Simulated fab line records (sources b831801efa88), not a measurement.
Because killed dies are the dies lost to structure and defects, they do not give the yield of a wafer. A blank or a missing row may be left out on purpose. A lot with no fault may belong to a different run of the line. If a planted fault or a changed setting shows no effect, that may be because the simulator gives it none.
What tool caused it? || flow gf180mcu || 36 wafers from 12 lots sampled at 5 of the route's 602 steps

## WHAT EACH GAUGE READ, for each wafer
GF_V1_OVL_MEAS_15. Usual: for V1_OVL the level is 2 nm and the standard deviation is 5.1.
{"lot": "L850", "measured": "day 18 12:35", "on": "overlay-01", "V1_OVL (nm)": "-9 -6 -4", "flag": ""}
{"lot": "L852", "measured": "day 18 20:55", "on": "overlay-01", "V1_OVL (nm)": "2 2 -3", "flag": ""}
{"lot": "L854", "measured": "day 19 14:38", "on": "overlay-02", "V1_OVL (nm)": "8 15 13", "flag": ""}
{"lot": "L855", "measured": "day 19 21:59", "on": "overlay-02", "V1_OVL (nm)": "-3 -4 -5", "flag": ""}
{"lot": "L856", "measured": "day 20 13:02", "on": "overlay-01", "V1_OVL (nm)": "1 4 -2", "flag": ""}
{"lot": "L857", "measured": "day 20 23:40", "on": "overlay-02", "V1_OVL (nm)": "2 2 7", "flag": ""}
{"lot": "L862", "measured": "day 22 23:44", "on": "overlay-01", "V1_OVL (nm)": "2 -3 6", "flag": ""}
{"lot": "L863", "measured": "day 23 00:12", "on": "overlay-02", "V1_OVL (nm)": "10 5 4", "flag": ""}
{"lot": "L864", "measured": "day 23 20:56", "on": "overlay-02", "V1_OVL (nm)": "2 4 5", "flag": ""}
{"lot": "L868", "measured": "day 24 14:59", "on": "overlay-01", "V1_OVL (nm)": "3 -6 -4", "flag": ""}
{"lot": "L867", "measured": "day 24 16:52", "on": "overlay-02", "V1_OVL (nm)": "-1 8 14", "flag": ""}
{"lot": "L872", "measured": "day 25 21:55", "on": "overlay-02", "V1_OVL (nm)": "-1 4 -1", "flag": ""}

GF_V2_RS_MEAS_24: a four-point-probe measurement. Usual: for V2_W_RS the level is 0.325 ohm/sq and the standard deviation is 0.005.
{"lot": "L850", "measured": "day 20 18:52", "on": "film metro-02", "V2_W_RS (ohm/sq)": "0.328 0.332 0.327", "flag": ""}
{"lot": "L852", "measured": "day 21 02:45", "on": "film metro-04", "V2_W_RS (ohm/sq)": "0.323 0.320 0.329", "flag": ""}
{"lot": "L854", "measured": "day 21 19:58", "on": "film metro-01", "V2_W_RS (ohm/sq)": "0.329 0.330 0.331", "flag": ""}
{"lot": "L855", "measured": "day 22 02:01", "on": "film metro-04", "V2_W_RS (ohm/sq)": "0.322 0.321 0.327", "flag": ""}
{"lot": "L856", "measured": "day 22 17:03", "on": "film metro-01", "V2_W_RS (ohm/sq)": "0.324 0.331 0.327", "flag": ""}
{"lot": "L857", "measured": "day 23 02:23", "on": "film metro-01", "V2_W_RS (ohm/sq)": "0.329 0.328 0.332", "flag": ""}
{"lot": "L862", "measured": "day 24 23:53", "on": "film metro-04", "V2_W_RS (ohm/sq)": "0.310 0.311 0.309", "flag": "OFF"}
{"lot": "L863", "measured": "day 25 00:30", "on": "film metro-04", "V2_W_RS (ohm/sq)": "0.328 0.311 0.325", "flag": ""}
{"lot": "L864", "measured": "day 25 19:10", "on": "film metro-01", "V2_W_RS (ohm/sq)": "0.312 0.309 0.309", "flag": "OFF"}
{"lot": "L868", "measured": "day 26 12:40", "on": "film metro-04", "V2_W_RS (ohm/sq)": "0.315 0.312 0.320", "flag": ""}
{"lot": "L867", "measured": "day 26 14:33", "on": "film metro-04", "V2_W_RS (ohm/sq)": "0.329 0.314 0.325", "flag": ""}
{"lot": "L872", "measured": "day 27 18:43", "on": "film metro-02", "V2_W_RS (ohm/sq)": "0.328 0.312 0.324", "flag": ""}

GF_V2_THK_MEAS_25: measures by xrf. Usual: for V2_W_THK the level is 346 nm and the standard deviation is 6.
{"lot": "L850", "measured": "day 20 18:58", "on": "film metro-02", "V2_W_THK (nm)": "338 334 341", "flag": ""}
{"lot": "L852", "measured": "day 21 02:51", "on": "film metro-04", "V2_W_THK (nm)": "345 348 339", "flag": ""}
{"lot": "L854", "measured": "day 21 20:05", "on": "film metro-01", "V2_W_THK (nm)": "342 343 341", "flag": ""}
{"lot": "L855", "measured": "day 22 02:06", "on": "film metro-04", "V2_W_THK (nm)": "345 346 340", "flag": ""}
{"lot": "L856", "measured": "day 22 17:10", "on": "film metro-01", "V2_W_THK (nm)": "349 340 344", "flag": ""}
{"lot": "L857", "measured": "day 23 02:29", "on": "film metro-01", "V2_W_THK (nm)": "342 344 340", "flag": ""}
{"lot": "L862", "measured": "day 24 23:59", "on": "film metro-04", "V2_W_THK (nm)": "359 356 362", "flag": ""}
{"lot": "L863", "measured": "day 25 00:37", "on": "film metro-04", "V2_W_THK (nm)": "339 357 342", "flag": ""}
{"lot": "L864", "measured": "day 25 19:17", "on": "film metro-01", "V2_W_THK (nm)": "362 369 365", "flag": "OFF"}
{"lot": "L868", "measured": "day 26 12:47", "on": "film metro-04", "V2_W_THK (nm)": "357 358 348", "flag": ""}
{"lot": "L867", "measured": "day 26 14:40", "on": "film metro-04", "V2_W_THK (nm)": "338 356 344", "flag": ""}
{"lot": "L872", "measured": "day 27 18:49", "on": "film metro-02", "V2_W_THK (nm)": "339 355 344", "flag": ""}

## WHICH TOOL RAN EACH LOT (tool, then ch and the chambers of the sampled wafers, then the start)
{"lot": "L850", "GF_V2_CVD_02": "pecvd-02 ch 1,2, day 19 15:55", "GF_V2_CVD_23": "cvd w-02 ch 0,1, day 20 18:44"}
{"lot": "L852", "GF_V2_CVD_02": "pecvd-04 ch 0,1, day 20 00:26", "GF_V2_CVD_23": "cvd w-01 ch 0,1, day 21 02:38"}
{"lot": "L854", "GF_V2_CVD_02": "pecvd-02 ch 1,2, day 20 18:37", "GF_V2_CVD_23": "cvd w-01 ch 0, day 21 19:51"}
{"lot": "L855", "GF_V2_CVD_02": "pecvd-03 ch 0,1,2, day 21 00:59", "GF_V2_CVD_23": "cvd w-01 ch 0,1, day 22 01:52"}
{"lot": "L856", "GF_V2_CVD_02": "pecvd-04 ch 0,1,2, day 21 16:29", "GF_V2_CVD_23": "cvd w-02 ch 1, day 22 16:50"}
{"lot": "L857", "GF_V2_CVD_02": "pecvd-02 ch 0,1, day 22 01:20", "GF_V2_CVD_23": "cvd w-02 ch 0,1, day 23 02:16"}
{"lot": "L862", "GF_V2_CVD_02": "pecvd-03 ch 0,1,2, day 24 00:49", "GF_V2_CVD_23": "cvd w-02 ch 1, day 24 23:45"}
{"lot": "L863", "GF_V2_CVD_02": "pecvd-02 ch 0,1,2, day 24 01:01", "GF_V2_CVD_23": "cvd w-01 ch 0,1, day 25 00:22"}
{"lot": "L864", "GF_V2_CVD_02": "pecvd-02 ch 0,1, day 24 20:32", "GF_V2_CVD_23": "cvd w-02 ch 0,1, day 25 19:03"}
{"lot": "L868", "GF_V2_CVD_02": "pecvd-04 ch 0,1,2, day 25 14:51", "GF_V2_CVD_23": "cvd w-01 ch 0,1, day 26 12:32"}
{"lot": "L867", "GF_V2_CVD_02": "pecvd-02 ch 1,2, day 25 16:51", "GF_V2_CVD_23": "cvd w-01 ch 0,1, day 26 14:26"}
{"lot": "L872", "GF_V2_CVD_02": "pecvd-04 ch 1,2, day 26 20:53", "GF_V2_CVD_23": "cvd w-01 ch 0,1, day 27 18:36"}
- GF_V2_CVD_02: deposits SiO2 from TEOS, target thk 850 nm, time 94.851 s.
- GF_V2_CVD_23: deposits W, target thk 350 nm, time 104.94 s.

## AS READ BY THE TOOLS THEMSELVES (means over the sampled wafers that have a number; for cases with no such wafer, the mark the record gives instead)
GF_V2_CVD_02. Usual: 671 W for heater power w, sd 120.
{"lot": "L850", "tool": "pecvd-02", "heater power w (W)": 781, "flag": ""}
{"lot": "L852", "tool": "pecvd-04", "heater power w (W)": 526, "flag": ""}
{"lot": "L854", "tool": "pecvd-02", "heater power w (W)": 781, "flag": ""}
{"lot": "L855", "tool": "pecvd-03", "heater power w (W)": 677, "flag": ""}
{"lot": "L856", "tool": "pecvd-04", "heater power w (W)": 587, "flag": ""}
{"lot": "L857", "tool": "pecvd-02", "heater power w (W)": 661, "flag": ""}
{"lot": "L862", "tool": "pecvd-03", "heater power w (W)": 680, "flag": ""}
{"lot": "L863", "tool": "pecvd-02", "heater power w (W)": 651, "flag": ""}
{"lot": "L864", "tool": "pecvd-02", "heater power w (W)": 724, "flag": ""}
{"lot": "L868", "tool": "pecvd-04", "heater power w (W)": 570, "flag": ""}
{"lot": "L867", "tool": "pecvd-02", "heater power w (W)": 762, "flag": ""}
{"lot": "L872", "tool": "pecvd-04", "heater power w (W)": 712, "flag": ""}

GF_V2_CVD_23. Usual: 918 W for heater power w, sd 69.
{"lot": "L850", "tool": "cvd w-02", "heater power w (W)": 943, "flag": ""}
{"lot": "L852", "tool": "cvd w-01", "heater power w (W)": 908, "flag": ""}
{"lot": "L854", "tool": "cvd w-01", "heater power w (W)": 844, "flag": ""}
{"lot": "L855", "tool": "cvd w-01", "heater power w (W)": 919, "flag": ""}
{"lot": "L856", "tool": "cvd w-02", "heater power w (W)": 996, "flag": ""}
{"lot": "L857", "tool": "cvd w-02", "heater power w (W)": 890, "flag": ""}
{"lot": "L862", "tool": "cvd w-02", "heater power w (W)": 999, "flag": ""}
{"lot": "L863", "tool": "cvd w-01", "heater power w (W)": 909, "flag": ""}
{"lot": "L864", "tool": "cvd w-02", "heater power w (W)": 873, "flag": ""}
{"lot": "L868", "tool": "cvd w-01", "heater power w (W)": 927, "flag": ""}
{"lot": "L867", "tool": "cvd w-01", "heater power w (W)": 906, "flag": ""}
{"lot": "L872", "tool": "cvd w-01", "heater power w (W)": 896, "flag": ""}

## THE ANSWER, worked out from the rows above alone
Rule: a lot is off if the mean of its wafers that have a number lies more than 3 standard deviations from the usual mean. A lot without any number at a reading at which 4 lots or more have one is off too. Any other lot the step has rows for is counted as sound. First the gauges in route order, then the tools' own readings, where a lot's mean is used as printed above. The first step at which some lot is off is used, and at that step the reading that is off furthest; a lot without a number counts as furthest.
Off: L862, L864, at GF_V2_RS_MEAS_24 (V2_W_RS).
If a tool, at a process step before that reading, ran all the lots that are off and no sound lot after the first of them, it fits. Those tools and the gauges at GF_V2_RS_MEAS_24 are tried in the same way. One fits: cvd w-02 at GF_V2_CVD_23. Its last sound lot is L857 (day 23 02:16), its first lot that is off L862 (day 24 23:45): a fault that began between those two fits.

## WHAT THE SIMULATOR PUT IN
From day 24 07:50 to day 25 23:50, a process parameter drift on cvd w-02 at GF_V2_CVD_23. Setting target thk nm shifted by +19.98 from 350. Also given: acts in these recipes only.
Struck lots among those shown: L862, L864. This agrees with what the rule above found.
